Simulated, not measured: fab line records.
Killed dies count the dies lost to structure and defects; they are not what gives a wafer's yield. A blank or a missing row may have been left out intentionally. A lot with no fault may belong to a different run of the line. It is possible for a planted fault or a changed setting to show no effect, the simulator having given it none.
fab line records | flow sky130
record lots=7 wafers=19 last-day=49
route steps=708 shown CAP2M@620 METAL4@621 PAD_OPEN@708
lots untouched by any fault: they come from a run of this same line in which no faults occurred
start-h: hours from the record's first day to the start of the lot's first wafer shown | wait-h: how many hours have passed since the lot's step before this one | " as in the row above | L1.1+2: several wafers, shown together as one row | - value missing, or start not given | * or withheld: withheld | < > ~ a bound
route shown NAME@n: NAME is a module with steps in the file, n the number in the route of the first one | usual: average and standard deviation across the fault-free wafers | same: alike in all rows | chamber/n: place in a boat | sites: per-site readings | _std_site: how widely they spread, as a standard deviation | _edge_site: outer sites' mean less inner sites' | radius-mm: for every site, how far away it sits from the centre of the wafer | mask NAME#n: copy n | behind: the tool/chamber that last shaped the wafer | hold: the reason the lot was held/the length of the hold in hours/how it ended | device: the transistor (n, p or np) that didn't switch | end of line: tests of these same wafers at the route's end | a step given without rows: its recipe and nothing more | killed: dies that structure and defects cost at the first sort, which is not the same as the wafer's yield | map: a wafer's dies, marking killed ones x, the rest . and places with no die _
set.NAME: the setting that was run; set.NAME@STEP: the one run at that earlier step | model.NAME: the simulator's own value behind a step, which no gauge read
lots seen at some steps along the route; tables by step, rows by wafer
services: a tool's chamber out of use, with start hour (start-h, from the record's first day; less than 0 if before it), hours out, and reason
## steps
# step SKY_CAP2M_CLEAN_17
# recipe chemistry=O3/DIW dry=n2-spin
# step SKY_METAL4_DEHYDRATE_05
# recipe temp-c=200 time-s=60
# step SKY_METAL4_HMDS_06
# recipe prime-time-s=60 prime-temp-c=120
# step SKY_METAL4_COAT_07
# recipe resist=BARC temp-c=withheld time-s=withheld spin-rpm=3000 resist-thk-nm=60
# step SKY_METAL4_COAT_08
# recipe resist=KrF-thick spin-rpm=3000 resist-thk-nm=1140
# step SKY_METAL4_SOFTBAKE_09
# recipe temp-c=100 time-s=90 resist=KrF-thick
# step SKY_METAL4_EXPOSE_10
# recipe mask-id=MM4 na=0.68 source-shape=annular sigma-inner=0.4 sigma-outer=0.8 target-cd-nm=300 dose-mj=28
# step SKY_METAL4_PEB_11
# recipe peb-temp-c=withheld peb-time-s=withheld resist=KrF-thick
# step SKY_METAL4_DEVELOP_12
# recipe develop-time-s=60 resist=KrF-thick dev-temp-c=21
# step SKY_METAL4_CD_MEAS_13
# recipe target-cd-nm=300
# usual cd-nm=299.9/1.6
# columns lot.wafer tool chamber start-h wait-h cd-nm
L258.1 cd-sem-01 - 998.79 - 298.6
L258.5 " - " " 298.8
L260.1 cd-sem-02 - 1019.94 - 299.7
L260.4 " - " " 301.0
L260.5 " - " " 301.4
L261.1 cd-sem-01 - 1027.78 - 297.6
L261.5 " - " " 298.9
L269.1 cd-sem-02 - 1082.53 - 297.6
L269.5 " - " " 299.9
L269.6 " - " " 299.9
L270.3 cd-sem-01 - 1085.58 - 299.6
L270.4 " - " " 299.4
L270.6 " - " " 300.2
L273.1 cd-sem-01 - 1098.64 - 298.3
L273.3 " - " " 300.1
L273.4 " - " " 298.8
L274.2 cd-sem-01 - 1099.38 - 299.4
L274.3 " - " " 300.5
L274.4 " - " " 300.6
# step SKY_METAL4_OVL_MEAS_14
# usual METAL4_OVL=5/5.1
# columns lot.wafer tool chamber start-h wait-h METAL4_OVL[nm]
L258.1 overlay-02 - 998.91 0.1 10
L258.5 " - " " 4
L260.1 overlay-02 - 1020.06 0.1 3
L260.4 " - " " 4
L260.5 " - " " 2
L261.1 overlay-01 - 1027.90 0.1 10
L261.5 " - " " 6
L269.1 overlay-02 - 1082.65 0.1 7
L269.5 " - " " 17
L269.6 " - " " 19
L270.3 overlay-02 - 1085.67 0.1 3
L270.4 " - " " -7
L270.6 " - " " 1
L273.1 overlay-02 - 1098.76 0.1 1
L273.3 " - " " 11
L273.4 " - " " 8
L274.2 overlay-02 - 1099.48 0.1 11
L274.3 " - " " 1
L274.4 " - " " -3
# step SKY_METAL4_DESCUM_15
# recipe chemistry=O2 source-power-w=150 bias-power-w=0 pressure-mtorr=10 temp-c=40 time-s=8
# usual drypump-motor-current-A=5.7/0.47 oes-product-au=0.999/0.0097
# columns lot.wafer tool chamber start-h wait-h drypump-motor-current-A oes-product-au rf-hours-counter-h
L258.1 rie-metal-02 1 998.95 0.0 6.4 1.012 6
L258.5 " 0 " " 6.0 0.997 -
L260.1 rie-metal-02 1 1020.10 0.0 6.4 1.004 7
L260.4 " 1 " " 6.4 1.013 -
L260.5 " 1 " " 6.4 1.014 -
L261.1 rie-metal-02 1 1027.93 0.0 6.4 1.015 7
L261.5 " 1 " " 6.4 1.003 -
L269.1 rie-metal-03 1 1082.68 0.0 5.8 0.994 9
L269.5 " 1 " " 5.7 0.985 -
L269.6 " 0 " " 5.3 1.005 -
L270.3 rie-metal-03 0 1085.71 0.0 5.3 1.008 -
L270.4 " 1 " " 5.8 0.994 -
L270.6 " 1 " " 5.8 0.983 -
L273.1 rie-metal-03 0 1098.80 0.0 5.3 1.001 17
L273.3 " 0 " " 5.3 0.994 -
L273.4 " 1 " " 5.8 0.986 -
L274.2 rie-metal-02 1 1099.51 0.0 6.3 0.997 13
L274.3 " 1 " " 6.3 0.993 -
L274.4 " 0 " " 6.0 1.004 -
# step SKY_METAL4_ETCH_16
# recipe chemistry=N2/H2 target=BARC ion-energy-ev=200 bias-w=100 pressure-mtorr=30 n2-flow-sccm=100 h2-flow-sccm=200 icp-w=500 stop-on=SiO2 time-s=88.2 target-depth-a=600
# usual drypump-motor-current-A=5.7/0.47 oes-product-au=0.626/0.0049 run-length-s=116.8/1.1 throttle-valve-pct=13.205/0.0091
# columns lot.wafer tool chamber start-h wait-h drypump-motor-current-A oes-product-au rf-hours-counter-h run-length-s throttle-valve-pct model.KrF-thick_of_METAL4_COAT_08.thk-nm model.METAL4.cd-nm
L258.1 rie-metal-02 1 998.98 0.0 6.4 1.009 6 69.6 13.242 1100 308.7
L258.5 " 0 " " 6.0 0.624 - 115.9 13.202 1074 296.9
L260.1 rie-metal-02 1 1020.13 0.0 6.4 1.009 7 69.4 13.238 1109 310.7
L260.4 " 1 " " 6.4 0.624 - 116.7 13.204 1080 303.2
L260.5 " 1 " " 6.4 0.633 - 117.2 13.206 1081 302.6
L261.1 rie-metal-02 1 1027.96 0.0 6.3 1.018 7 69.2 13.223 1104 308.8
L261.5 " 1 " " 6.3 0.609 - 116.8 13.222 1073 301.3
L269.1 rie-metal-03 1 1082.72 0.0 5.8 0.617 9 117.3 13.212 1081 297.5
L269.5 " 1 " " 5.8 0.620 - 117.4 13.192 1080 298.9
L269.6 " 0 " " 5.3 0.628 - 115.6 13.205 1077 298.6
L270.3 rie-metal-03 0 1085.76 0.0 5.3 0.621 - 115.7 13.227 1084 298.5
L270.4 " 1 " " 5.8 0.620 - 117.7 13.205 1086 299.2
L270.6 " 1 " " 5.8 0.627 - 117.8 13.210 1086 299.8
L273.1 rie-metal-03 0 1098.83 0.0 5.3 0.630 17 115.7 13.200 1075 298.4
L273.3 " 0 " " 5.3 0.626 - 115.8 13.207 1076 298.8
L273.4 " 1 " " 5.8 0.622 - 117.4 13.202 1075 298.9
L274.2 rie-metal-02 1 1099.54 0.0 6.4 0.632 13 116.8 13.216 1075 302.1
L274.3 " 1 " " 6.4 0.618 - 116.9 13.209 1073 303.6
L274.4 " 0 " " 6.0 0.625 - 116.4 13.199 1075 300.3
# step SKY_METAL4_ETCH_17
# recipe target=SiO2 stop-on=TiN chemistry=C4F8/O2/Ar source-w=1500 bias-w=1200 pressure-mtorr=40 c4f8-flow-sccm=withheld O2_flow_sccm=6 Ar_flow_sccm=300 time-s=3.9 target-depth-a=150
# usual oes-product-au=0.758/0.0071
# columns lot.wafer tool chamber start-h wait-h oes-product-au rf-hours-counter-h
L258.1 rie-diel-01 3 999.08 0.1 0.764 20
L258.5 " 3 " " 0.780 -
L260.1 rie-diel-01 1 1020.23 0.1 0.763 25
L260.4 " 1 " " 0.766 -
L260.5 " 3 " " 0.756 -
L261.1 rie-diel-01 1 1028.06 0.1 0.761 25
L261.5 " 0 " " 0.763 -
L269.1 rie-diel-01 1 1082.81 0.1 0.757 27
L269.5 " 3 " " 0.762 -
L269.6 " 1 " " 0.758 -
L270.3 rie-diel-04 1 1085.83 0.0 0.757 9
L270.4 " 0 " " 0.765 23
L270.6 " 2 " " 0.766 -
L273.1 rie-diel-02 1 1098.93 0.1 0.745 5
L273.3 " 3 " " 0.742 14
L273.4 " 2 " " 0.768 18
L274.2 rie-diel-02 3 1099.64 0.1 0.759 14
L274.3 " 0 " " 0.757 11
L274.4 " 2 " " 0.763 18
# step SKY_METAL4_METAL_ETCH_18
# recipe target-depth-a=8450 stop-on=SiO2 over-etch-frac=0.3 time-s=183.1 chemistry=Cl2/BCl3 resist-sidewall-deg=88 pressure-mtorr=10 icp-w=900 bias-w=48.5 Cl2_flow_sccm=60 bcl3-flow-sccm=30
# usual drypump-motor-current-A=5.6/0.46 mfc-cl2-sccm=60.00/0.18 oes-product-au=0.867/0.0069 run-length-s=211.6/1.1 throttle-valve-pct=22.265/0.0094
# columns lot.wafer tool chamber start-h wait-h drypump-motor-current-A mfc-cl2-sccm oes-product-au rf-hours-counter-h run-length-s throttle-valve-pct model.KrF-thick_of_METAL4_COAT_08.thk-nm model.METAL4.cd-nm
L258.1 rie-metal-03 0 999.10 0.0 5.3 60.21 0.863 10 210.6 22.274 549.8 309.2
L258.5 " 0 " " 5.3 60.00 0.869 - 210.6 22.258 523.4 297.5
L260.1 rie-metal-01 1 1020.25 0.0 5.7 59.94 0.860 16 211.0 22.265 563 305.2
L260.4 " 1 " " 5.7 59.92 0.867 - 210.8 22.275 530.3 298.9
L260.5 " 0 " " 4.9 60.07 0.866 - 211.4 22.245 523.2 308.5
L261.1 rie-metal-03 1 1028.08 0.0 5.8 59.96 0.867 5 212.2 22.272 565.3 309.5
L261.5 " 1 " " 5.8 59.89 0.859 - 212.4 22.257 534.6 303.1
L269.1 rie-metal-01 1 1082.83 0.0 5.7 59.90 0.870 20 210.8 22.270 538.1 296.3
L269.5 " 0 " " 4.9 59.77 0.875 - 211.6 22.274 529.6 305.2
L269.6 " 1 " " 5.7 59.78 0.864 - 211.4 22.257 539.1 298.5
L270.3 rie-metal-02 0 1085.91 0.1 6.0 60.09 0.863 - 210.6 22.262 532.8 295.3
L270.4 " 1 " " 6.4 59.91 0.863 - 212.2 22.265 530.7 304.7
L270.6 " 1 " " 6.3 59.89 0.872 - 211.8 22.269 534.8 300.5
L273.1 rie-metal-01 0 1098.95 0.0 4.9 59.93 0.878 23 211.7 22.275 518.1 306
L273.3 " 1 " " 5.7 60.28 0.860 - 211.0 22.274 535 298.2
L273.4 " 0 " " 4.9 59.66 0.861 - 211.4 22.267 519.2 307.8
L274.2 rie-metal-03 1 1099.66 0.0 5.7 60.33 0.868 11 212.2 22.271 539.9 303.9
L274.3 " 0 " " 5.3 60.05 0.868 - 210.9 22.279 528.2 300.3
L274.4 " 1 " " 5.8 60.37 0.880 - 212.3 22.277 544 298.9
# step SKY_METAL4_STRIP_19
# recipe chemistry=O2/N2 power-w=1400 pressure-mtorr=1500 platen-temp-c=withheld o2-flow-sccm=3000 n2-flow-sccm=300 overash-fraction=0.5
# usual drypump-motor-current-A=5.62/0.27 o2-flow-sccm=2999/8.3 oes-product-au=0.502/0.0059 strip-time-to-endpoint-s=6.55/0.079
# columns lot.wafer tool chamber start-h wait-h drypump-motor-current-A o2-flow-sccm oes-product-au rf-hours-counter-h strip-time-to-endpoint-s
L258.1 plasma-asher-02 0 999.45 0.3 6.08 3004 0.500 27 6.76
L258.5 " 1 " " 5.36 2980 0.500 - 6.48
L260.1 plasma-asher-04 0 1020.42 0.1 5.69 2982 0.519 91 6.90
L260.4 " 1 " " 5.87 3005 0.511 - 6.57
L260.5 " 1 " " 5.85 3001 0.503 - 6.49
L261.1 plasma-asher-02 1 1028.26 0.1 5.36 3003 0.521 29 6.93
L261.5 " 0 " " 6.07 2998 0.507 - 6.61
L269.1 plasma-asher-04 1 1083.01 0.1 5.87 2998 0.502 97 6.65
L269.5 " 1 " " 5.86 3001 0.499 - 6.55
L269.6 " 0 " " 5.70 2991 0.511 - 6.67
L270.3 plasma-asher-04 0 1086.06 0.1 5.71 2994 0.508 - 6.60
L270.4 " 1 " " 5.88 3009 0.508 - 6.56
L270.6 " 1 " " 5.87 2996 0.509 - 6.60
L273.1 plasma-asher-03 1 1099.12 0.1 5.23 3000 0.491 3 6.44
L273.3 " 0 " " 5.36 2983 0.507 - 6.62
L273.4 " 1 " " 5.21 3003 0.509 - 6.45
L274.2 plasma-asher-04 1 1099.84 0.1 5.86 2994 0.501 99 6.66
L274.3 " 1 " " 5.84 3014 0.505 - 6.53
L274.4 " 0 " " 5.67 3013 0.512 - 6.70
# step SKY_METAL4_STRIP_20
# recipe chemistry=post-etch-residue-remover time-s=1200 temp-c=72.5
# step SKY_PAD_OPEN_PROBE_99
# usual defect-limited-yield=82.3/1.9 killed_at_M0_to_M3=44/6.9 killed_at_M4_up=3.3/2.1 killed-at-contacts=24/4.8 killed-at-front-end=15/4.4 killed-at-other=0.2/0.48 killed-dies=87/9.5 killed-open=48/6.5 killed-short=39/6.3 sort_bin_3_pad_short=0.9/0.48 sort_bin_5_function=10.5/1.5 sort_bin_6_memory=6.3/1.1 sort-n-pass=405/9.5 sort-yield-pct=82.3/1.9
# same gross-dies=492 killed-at-back-side=0 sort_bin_4_leakage[%]=0 sort_bin_8_speed[%]=0
# columns lot.wafer tool chamber start-h wait-h defect-limited-yield[%] killed_at_M0_to_M3 killed_at_M4_up killed-at-contacts killed-at-front-end killed-at-other killed-dies killed-open killed-short sort_bin_3_pad_short[%] sort_bin_5_function[%] sort_bin_6_memory[%] sort-n-pass sort-yield-pct[%] model.etest.met4.width-nm
L258.1 prober-02 - 1092.80 0.1 81.1 58 2 22 11 0 93 53 40 1.0 12.4 5.5 399 81.1 307.2
L258.5 prober-02 - 1093.00 0.2 81.7 53 2 17 17 1 90 48 42 1.0 9.8 7.5 402 81.7 298.2
L260.1 prober-02 - 1111.20 0.1 79.7 50 7 21 22 0 100 49 51 1.2 12.8 6.3 392 79.7 300.6
L260.4 prober-02 - 1111.35 0.2 84.6 44 4 11 17 0 76 34 42 0.6 10.0 4.9 416 84.6 300.7
L260.5 prober-02 - 1111.40 0.2 84.1 31 3 19 25 0 78 44 34 0.4 10.6 4.9 414 84.1 307.2
L261.1 prober-01 - 1118.22 0.1 82.3 46 1 28 12 0 87 54 33 1.0 10.6 6.1 405 82.3 309.4
L261.5 prober-01 - 1118.42 0.2 83.9 34 4 25 16 0 79 52 26 0.2 9.6 6.3 413 83.9 299.9
L269.1 prober-01 - 1165.66 0.1 82.9 38 7 19 20 0 84 45 39 1.0 9.3 6.7 408 82.9 296
L269.5 prober-01 - 1165.86 0.2 81.5 51 3 24 13 0 91 52 39 0.6 10.8 7.1 401 81.5 307.8
L269.6 prober-01 - 1165.91 0.2 86.0 33 5 20 11 0 69 38 31 0.4 7.9 5.7 423 86.0 302.6
L270.3 prober-02 - 1168.22 0.2 82.7 39 9 20 17 0 85 45 39 0.2 10.2 6.9 407 82.7 295.7
L270.4 prober-02 - 1168.27 0.2 79.3 45 8 28 21 0 102 50 52 0.6 14.6 5.5 390 79.3 307.6
L270.6 prober-02 - 1168.37 0.2 85.0 40 1 23 10 0 74 39 34 0.8 7.9 6.3 418 85.0 300.4
L273.1 prober-01 - 1179.99 0.1 84.1 34 1 24 19 0 78 46 32 0.6 11.8 3.5 414 84.1 308.4
L273.3 prober-01 - 1180.09 0.2 84.6 33 0 27 16 0 76 39 37 0.6 8.1 6.7 416 84.6 297.1
L273.4 prober-01 - 1180.14 0.2 81.9 45 2 26 16 0 89 56 33 0.8 11.0 6.3 403 81.9 305.7
L274.2 prober-02 - 1180.05 0.1 80.9 49 2 23 19 1 94 57 37 1.0 11.8 6.3 398 80.9 305.2
L274.3 prober-02 - 1180.10 0.2 80.5 41 8 24 22 1 96 51 45 1.8 9.8 7.9 396 80.5 300.9
L274.4 prober-02 - 1180.15 0.2 80.1 42 4 37 15 0 98 61 37 1.0 10.8 8.1 394 80.1 296
# killed by level:class
L258.1 VIA3:geometric-particle:open=15 VIA1:geometric-particle:open=13 LI_CONTACT:geometric-particle:open=8 METAL1:geometric-particle:short=7 CONTACT:geometric-particle:open=6 CONTACT:geometric-particle:short=5 VIA3:geometric-particle:short=5 POLY_GATE:geometric-particle:short=4
L258.5 VIA1:geometric-particle:open=15 LI_CONTACT:geometric-particle:open=7 VIA2:geometric-particle:open=7 VIA1:geometric-particle:short=7 POLY_GATE:geometric-particle:short=5 CONTACT:geometric-particle:short=5 VIA3:geometric-particle:short=5 VIA3:geometric-particle:open=5
L260.1 VIA1:geometric-particle:open=11 METAL1:geometric-particle:short=10 FIELD_ISO:geometric-particle:short=7 FIELD_ISO:geometric-particle:open=6 LI_CONTACT:geometric-particle:open=6 LOCAL_INTERCONNECT:geometric-particle:short=6 VIA3:geometric-particle:open=6 POLY_GATE:geometric-particle:open=4
L260.4 METAL1:geometric-particle:short=9 VIA1:geometric-particle:open=8 METAL2:geometric-particle:short=7 FIELD_ISO:geometric-particle:open=5 POLY_GATE:geometric-particle:short=4 VIA1:geometric-particle:short=4 FIELD_ISO:geometric-particle:short=3 VIA2:geometric-particle:open=3
L260.5 LI_CONTACT:geometric-particle:open=8 FIELD_ISO:geometric-particle:short=6 POLY_GATE:geometric-particle:open=6 VIA1:geometric-particle:open=6 METAL1:geometric-particle:short=6 VIA2:geometric-particle:open=5 CONTACT:geometric-particle:open=5 FIELD_ISO:geometric-particle:open=4
L261.1 METAL2:geometric-particle:short=10 VIA3:geometric-particle:open=10 LI_CONTACT:geometric-particle:open=10 CONTACT:geometric-particle:open=10 VIA1:geometric-particle:open=10 METAL1:geometric-particle:short=6 VIA2:geometric-particle:open=5 FIELD_ISO:geometric-particle:short=3
L261.5 CONTACT:geometric-particle:open=12 VIA3:geometric-particle:open=9 LI_CONTACT:geometric-particle:open=7 VIA1:geometric-particle:open=6 FIELD_ISO:geometric-particle:short=4 METAL1:geometric-particle:short=4 FIELD_ISO:geometric-particle:open=3 CONTACT:geometric-particle:short=3
L269.1 VIA1:geometric-particle:open=11 CONTACT:geometric-particle:open=7 FIELD_ISO:geometric-particle:open=6 FIELD_ISO:geometric-particle:short=6 POLY_GATE:geometric-particle:short=5 LI_CONTACT:geometric-particle:open=5 METAL1:geometric-particle:short=5 VIA1:geometric-particle:short=5
L269.5 VIA1:geometric-particle:open=14 CONTACT:geometric-particle:open=10 VIA3:geometric-particle:open=9 VIA1:geometric-particle:short=5 METAL2:geometric-particle:short=5 VIA2:geometric-particle:open=5 FIELD_ISO:geometric-particle:short=4 POLY_GATE:geometric-particle:short=4
L269.6 VIA1:geometric-particle:open=11 CONTACT:geometric-particle:open=8 VIA1:geometric-particle:short=6 VIA3:geometric-particle:open=5 FIELD_ISO:geometric-particle:short=4 LOCAL_INTERCONNECT:geometric-particle:short=4 POLY_GATE:geometric-particle:open=4 LI_CONTACT:geometric-particle:open=4
L270.3 VIA1:geometric-particle:open=11 FIELD_ISO:geometric-particle:short=7 CONTACT:geometric-particle:open=7 FIELD_ISO:geometric-particle:open=6 VIA2:geometric-particle:open=6 METAL4:geometric-particle:short=6 VIA1:geometric-particle:short=5 VIA3:geometric-particle:open=5
L270.4 CONTACT:geometric-particle:open=12 VIA1:geometric-particle:open=9 VIA2:geometric-particle:short=8 LI_CONTACT:geometric-particle:short=7 POLY_GATE:geometric-particle:open=6 METAL4:geometric-particle:short=6 FIELD_ISO:geometric-particle:open=5 FIELD_ISO:geometric-particle:short=5
L270.6 CONTACT:geometric-particle:open=9 VIA1:geometric-particle:open=8 LOCAL_INTERCONNECT:geometric-particle:short=5 METAL1:geometric-particle:short=5 VIA1:geometric-particle:short=5 VIA2:geometric-particle:open=5 LI_CONTACT:geometric-particle:open=4 CONTACT:geometric-particle:short=3
L273.1 VIA1:geometric-particle:open=12 POLY_GATE:geometric-particle:open=10 LI_CONTACT:geometric-particle:open=7 CONTACT:geometric-particle:open=7 LOCAL_INTERCONNECT:geometric-particle:short=5 METAL2:geometric-particle:short=5 FIELD_ISO:geometric-particle:short=4 CONTACT:geometric-particle:short=4
L274.2 VIA1:geometric-particle:open=11 VIA2:geometric-particle:open=9 CONTACT:geometric-particle:open=9 FIELD_ISO:geometric-particle:open=7 METAL2:geometric-particle:short=6 LI_CONTACT:geometric-particle:short=5 METAL3:geometric-particle:short=4 LI_CONTACT:geometric-particle:open=4
L273.3 CONTACT:geometric-particle:open=10 VIA1:geometric-particle:open=8 VIA1:geometric-particle:short=7 LI_CONTACT:geometric-particle:open=5 CONTACT:geometric-particle:short=5 FIELD_ISO:geometric-particle:open=4 FIELD_ISO:geometric-particle:short=4 POLY_GATE:geometric-particle:open=4
L274.3 VIA1:geometric-particle:open=11 VIA2:geometric-particle:open=8 LI_CONTACT:geometric-particle:open=8 FIELD_ISO:geometric-particle:short=7 METAL4:geometric-particle:short=7 CONTACT:geometric-particle:open=7 VIA1:geometric-particle:short=5 POLY_GATE:geometric-particle:short=5
L273.4 CONTACT:geometric-particle:open=14 VIA1:geometric-particle:open=14 VIA2:geometric-particle:open=11 LI_CONTACT:geometric-particle:open=5 FIELD_ISO:geometric-particle:short=4 POLY_GATE:geometric-particle:open=4 POLY_GATE:geometric-particle:short=4 METAL1:geometric-particle:short=4
L274.4 LI_CONTACT:geometric-particle:open=17 CONTACT:geometric-particle:open=12 VIA2:geometric-particle:open=8 METAL1:geometric-particle:short=7 FIELD_ISO:geometric-particle:open=6 CONTACT:geometric-particle:short=6 VIA1:geometric-particle:open=5 METAL2:geometric-particle:short=5
## services
# columns tool chamber start-h hours kind
rie-metal-03 1 993.58 17.2 repair
rie-diel-01 1 995.48 9.3 repair
rie-diel-01 2 1015.28 5.0 repair
rie-metal-01 - 1045.68 0.2 repair
plasma-asher-03 - 1055.25 9.0 pm
plasma-asher-03 0 1055.25 9.0 vent-cycle
plasma-asher-03 1 1055.25 9.0 vent-cycle
rie-diel-04 0 1058.53 6.8 repair
plasma-asher-03 0 1064.25 - clean
plasma-asher-03 1 1064.25 - clean
rie-diel-01 2 1071.31 - clean
rie-diel-01 2 1071.31 24.3 scheduled-down
rie-diel-01 2 1071.31 24.3 vent-cycle
rie-diel-02 0 1071.73 5.4 repair
rie-diel-01 - 1083.40 28.1 pm
rie-diel-04 1 1097.60 3.7 repair
plasma-asher-02 - 1098.79 30.3 repair
## key
first-sign step=SKY_METAL4_ETCH_16 reading=oes-product-au direction=up sigmas=79 usual=0.626 struck=1.012
effect step=SKY_METAL4_ETCH_16 reading=run-length-s direction=down sigmas=43 usual=* struck=*
effect step=SKY_METAL4_STRIP_19 reading=strip-time-to-endpoint-s direction=up sigmas=4 usual=* struck=*
model-effect step=SKY_METAL4_ETCH_16 value=KrF-thick_of_METAL4_COAT_08.thk-nm without=1077 struck=1104
model-effect step=SKY_METAL4_METAL_ETCH_18 value=KrF-thick_of_METAL4_COAT_08.thk-nm without=531.9 struck=559.4
model-effect step=SKY_PAD_OPEN_PROBE_99 value=etest.met4.width-nm without=296.8 struck=305.7
met-at SKY_METAL4_ETCH_16
struck-wafers L258.1,L260.1,L261.1
fault kind=process-parameter-drift tool=rie-metal-02 chamber=- onset-h=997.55 steps=SKY_METAL4_ETCH_16 channel=time-s offset=* shape=step end-h=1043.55 scope=struck-wafers-only acts-in=* stated=*
